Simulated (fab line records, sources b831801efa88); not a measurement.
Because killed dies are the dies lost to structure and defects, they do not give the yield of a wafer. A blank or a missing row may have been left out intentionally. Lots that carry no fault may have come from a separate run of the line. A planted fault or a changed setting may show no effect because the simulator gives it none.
Check of tool commonality | flow sky130 | Lots sampled 12, wafers sampled 36

## REASON IT WAS OPENED
SKY_FIELD_ISO_THK_MEAS_02, reading FIELD_ISO_OXIDATION_00_THK: flagged on 2 of 12 lots. Fault-free wafers read 12.13 nm, with a standard deviation of 0.21.
Rule: flag the lot when none of its wafers has a number, or when each of its wafers that has one lies beyond 4 standard deviations from that mean. All remaining lots are regarded as sound.

lot  | measured    | on            | FIELD_ISO_OXIDATION_00_THK (nm), wafer by wafer | flag
L231 | day 1 12:11 | film-metro-03 | 11.86 11.93 11.98                               |
L242 | day 3 20:55 | film-metro-04 | 15.77 15.60 15.59                               | FLAGGED
L243 | day 4 01:14 | film-metro-04 | 15.21 15.39 15.19                               | FLAGGED
L244 | day 4 04:39 | film-metro-02 | 12.30 12.01 12.10                               |
L245 | day 4 09:38 | film-metro-02 | 12.11 12.10 12.10                               |
L246 | day 4 14:59 | film-metro-02 | 12.16 12.01 12.06                               |
L247 | day 4 19:38 | film-metro-02 | 12.35 12.46 12.47                               |
L250 | day 5 11:31 | film-metro-03 | 12.46 12.06 12.21                               |
L251 | day 5 17:15 | film-metro-03 | 12.55 12.53 12.28                               |
L252 | day 5 20:38 | film-metro-03 | 12.20 12.24 12.13                               |
L253 | day 6 01:44 | film-metro-03 | 11.95 12.10 11.91                               |
L254 | day 6 06:38 | film-metro-03 | 12.15 12.10 12.07                               |
Average over the flagged lots: 15.46 nm; offset from the usual +3.33 nm, equal to +16 standard deviations.

## EACH LOT AND THE TOOL IT RAN ON
0 process steps preceding the reading are held in the record, out of 708 steps in the route. In each cell: the tool, then ch and the chambers that the sampled wafers went through, then the start.
lot  | flag
L231 |
L242 | FLAGGED
L243 | FLAGGED
L244 |
L245 |
L246 |
L247 |
L250 |
L251 |
L252 |
L253 |
L254 |
These steps, and what they do:
- SKY_FIELD_ISO_THK_MEAS_02

## FLAGGED AGAINST TOTAL, ONE TOOL AT A TIME (gauges that did the reading follow at the end)
step                      | tool          | lots run | flagged | share of the flagged lots | sound lots run after its first flagged lot
SKY_FIELD_ISO_THK_MEAS_02 | film-metro-02 | 4        | 0       | none                      | -
SKY_FIELD_ISO_THK_MEAS_02 | film-metro-03 | 6        | 0       | none                      | -
SKY_FIELD_ISO_THK_MEAS_02 | film-metro-04 | 2        | 2       | all                       | 0

## WHAT IS ALLOWED BY THE TABLE
1 row of the table ran every flagged lot: film-metro-04 at SKY_FIELD_ISO_THK_MEAS_02.
- film-metro-04 at SKY_FIELD_ISO_THK_MEAS_02: 2 of its 2 lots flagged. It ran no sound lot before its first flagged lot in this sample, so the start can't be narrowed down.
What remains is a single tool, film-metro-04 at SKY_FIELD_ISO_THK_MEAS_02.

## WHAT THE SIMULATOR HAD INSERTED
Metrology matching offset: film-metro-04, from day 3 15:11 on, at SKY_FIELD_ISO_THK_MEAS_02. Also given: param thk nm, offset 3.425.
Lots struck among those shown: L242, L243. The rule above reached the same finding.
